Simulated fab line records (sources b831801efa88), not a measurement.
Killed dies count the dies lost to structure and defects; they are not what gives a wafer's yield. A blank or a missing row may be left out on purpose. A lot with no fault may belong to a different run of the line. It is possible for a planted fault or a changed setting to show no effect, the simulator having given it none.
Which tool did it? | flow gf180mcu | 12 lots with 36 wafers sampled at 5 steps, on a route of 602 steps

## WHAT THE GAUGES SHOWED, per wafer
GF_HV_LDD_OVL_MEAS_32.
lot  | measured     | on         | HV_LDD_02_OVL (nm)
L526 | day 12 19:41 | overlay-01 | -1.0 -0.8 0.6
L527 | day 13 05:26 | overlay-01 | -2.0 -0.8 -0.9
L528 | day 13 14:22 | overlay-01 | 2.5 2.0 2.0
L529 | day 13 21:20 | overlay-01 | 2.8 2.3 0.8
L532 | day 14 23:40 | overlay-01 | 4.9 3.6 4.8
L534 | day 15 15:01 | overlay-01 | -0.2 -1.4 -0.6
L539 | day 17 01:55 | overlay-02 | -0.8 0.2 -0.7
L541 | day 17 17:12 | overlay-01 | 2.1 1.2 1.8
L542 | day 18 02:34 | overlay-02 | -1.9 -2.1 -1.8
L543 | day 18 09:03 | overlay-02 | 4.4 2.7 3.3
L544 | day 18 16:34 | overlay-01 | 2.2 2.0 1.2
L545 | day 18 22:58 | overlay-02 | 2.5 4.0 2.7

GF_HV_LDD_TW_MEAS_50.
lot  | measured     | on            | HV_LDD_4_TW
L526 | day 13 16:19 | film_metro-03 | 572 576 574
L527 | day 14 03:22 | film_metro-03 | 574 573 569
L528 | day 14 12:19 | film_metro-03 | 575 575 576
L529 | day 14 19:55 | film_metro-04 | 578 577 579
L532 | day 15 22:25 | film_metro-03 | 573 576 576
L534 | day 16 13:54 | film_metro-02 | 569 568 571
L539 | day 18 02:24 | film_metro-04 | 580 584 582
L541 | day 18 17:46 | film_metro-02 | 567 572 568
L542 | day 19 03:01 | film_metro-04 | 579 579 581
L543 | day 19 10:19 | film_metro-03 | 576 574 573
L544 | day 19 18:09 | film_metro-04 | 575 579 577
L545 | day 20 00:13 | film_metro-02 | 570 572 572

GF_NSD_CD_MEAS_07 targets a cd of 400 nm.
lot  | measured     | on        | cd_nm (nm)
L526 | day 14 15:50 | cd_sem-01 | 398.9 400.6 401.1
L527 | day 15 03:10 | cd_sem-02 | 398.4 396.8 398.2
L528 | day 15 12:36 | cd_sem-02 | 395.6 396.2 393.4
L529 | day 15 20:00 | cd_sem-01 | 399.0 398.8 399.2
L532 | day 17 01:13 | cd_sem-01 | 393.4 393.1 390.6
L534 | day 17 16:12 | cd_sem-01 | 392.9 393.2 393.8
L539 | day 19 04:03 | cd_sem-02 | 395.6 396.6 396.2
L541 | day 19 21:53 | cd_sem-02 | 399.5 400.1 402.7
L542 | day 20 06:09 | cd_sem-01 | 396.1 397.4 399.6
L543 | day 20 13:32 | cd_sem-02 | 399.9 400.8 399.4
L544 | day 20 21:06 | cd_sem-01 | 397.3 401.5 396.8
L545 | day 21 03:16 | cd_sem-02 | 401.0 400.0 398.2

## EACH LOT AND THE TOOL THAT RAN IT (in order: tool; ch and the chambers of the sampled wafers; start)
lot  | GF_POLY_GATE_ETCH_12               | GF_NSD_COAT_02
L526 | rie_diel-02 ch 1,2, day 10 08:17   | litho_track-01 ch 0, day 14 04:45
L527 | rie_diel-04 ch 1,2, day 10 16:49   | litho_track-04 ch 0, day 14 16:35
L528 | rie_diel-04 ch 0,3, day 11 01:20   | litho_track-02 ch 0, day 15 01:24
L529 | rie_diel-02 ch 2,3, day 11 06:34   | litho_track-04 ch 0, day 15 09:18
L532 | rie_diel-03 ch 1,2,3, day 12 07:12 | litho_track-04 ch 0, day 16 13:26
L534 | rie_diel-04 ch 1,2,3, day 12 21:09 | litho_track-04 ch 0, day 17 03:45
L539 | rie_diel-03 ch 2,3, day 14 05:36   | litho_track-02 ch 0, day 18 16:45
L541 | rie_diel-04 ch 0,1,3, day 14 20:52 | litho_track-01 ch 0, day 19 09:21
L542 | rie_diel-03 ch 0,1,3, day 15 04:48 | litho_track-01 ch 0, day 19 18:24
L543 | rie_diel-03 ch 0,1,2, day 15 11:39 | litho_track-04 ch 0, day 20 01:06
L544 | rie_diel-03 ch 1,2, day 15 17:07   | litho_track-01 ch 0, day 20 08:27
L545 | rie_diel-02 ch 0,2,3, day 15 23:25 | litho_track-02 ch 0, day 20 15:07
- GF_POLY_GATE_ETCH_12: etches BARC in N2/H2.
- GF_NSD_COAT_02: resist thk 1000 nm.

## AS READ BY THE TOOLS THEMSELVES (means over the sampled wafers that have a number; for cases with no such wafer, the mark the record gives instead)
GF_POLY_GATE_ETCH_12.
lot  | tool        | drypump_motor_current_A (A) | oes_product_au (a.u.) | throttle_valve_pct (%)
L526 | rie_diel-02 | 5.8                         | 0.738                 | 13.215
L527 | rie_diel-04 | 5.3                         | 0.728                 | 13.203
L528 | rie_diel-04 | 5.8                         | 0.740                 | 13.220
L529 | rie_diel-02 | 6.0                         | 0.736                 | 13.212
L532 | rie_diel-03 | 5.7                         | 0.741                 | 13.212
L534 | rie_diel-04 | 5.5                         | 0.736                 | 13.213
L539 | rie_diel-03 | 5.8                         | 0.739                 | 13.210
L541 | rie_diel-04 | 5.5                         | 0.738                 | 13.208
L542 | rie_diel-03 | 5.9                         | 0.739                 | 13.210
L543 | rie_diel-03 | 5.6                         | 0.735                 | 13.221
L544 | rie_diel-03 | 5.4                         | 0.732                 | 13.205
L545 | rie_diel-02 | 5.5                         | 0.741                 | 13.221

GF_NSD_COAT_02.
lot  | tool           | spin_speed_rpm (rpm)
L526 | litho_track-01 | 2999.1
L527 | litho_track-04 | 3002.5
L528 | litho_track-02 | 3000.9
L529 | litho_track-04 | 2999.7
L532 | litho_track-04 | 2611.8
L534 | litho_track-04 | 2610.8
L539 | litho_track-02 | 3002.9
L541 | litho_track-01 | 3001.4
L542 | litho_track-01 | 3001.6
L543 | litho_track-04 | 2999.0
L544 | litho_track-01 | 2998.4
L545 | litho_track-02 | 2998.6

## THE ANSWER, worked out from the rows above alone
Rule: usual is defined by the lots themselves. The widest of any qualifying gaps counts: lots, ordered by their means at a reading, are off when they make up no more than a third of the lots, leave a main group of 4 or more, and stand apart from it by 3 or more times the standard deviation of that group's means. A main group whose means are all the same, to the digits that the tables above print for the reading, isn't used. A lot without any number at a reading at which 4 lots or more have one is off too. The other lots that the step has rows for count as sound. Order of review: gauges by route order, followed by the tools' own readings, for which a lot's mean as printed above is used. At the first step where some lot is off, the reading lying furthest off is the one used; lots without a number count as furthest.
Off: L532, L534 (GF_NSD_COAT_02, spin_speed_rpm). For the main group the mean is 3000.4 rpm and the standard deviation 1.6.
If a tool, at that step or one of the process steps before it, ran each lot that is off and ran no sound lot following the first of them, it fits. None of those tried fits.

## WHAT WAS PUT IN BY THE SIMULATOR
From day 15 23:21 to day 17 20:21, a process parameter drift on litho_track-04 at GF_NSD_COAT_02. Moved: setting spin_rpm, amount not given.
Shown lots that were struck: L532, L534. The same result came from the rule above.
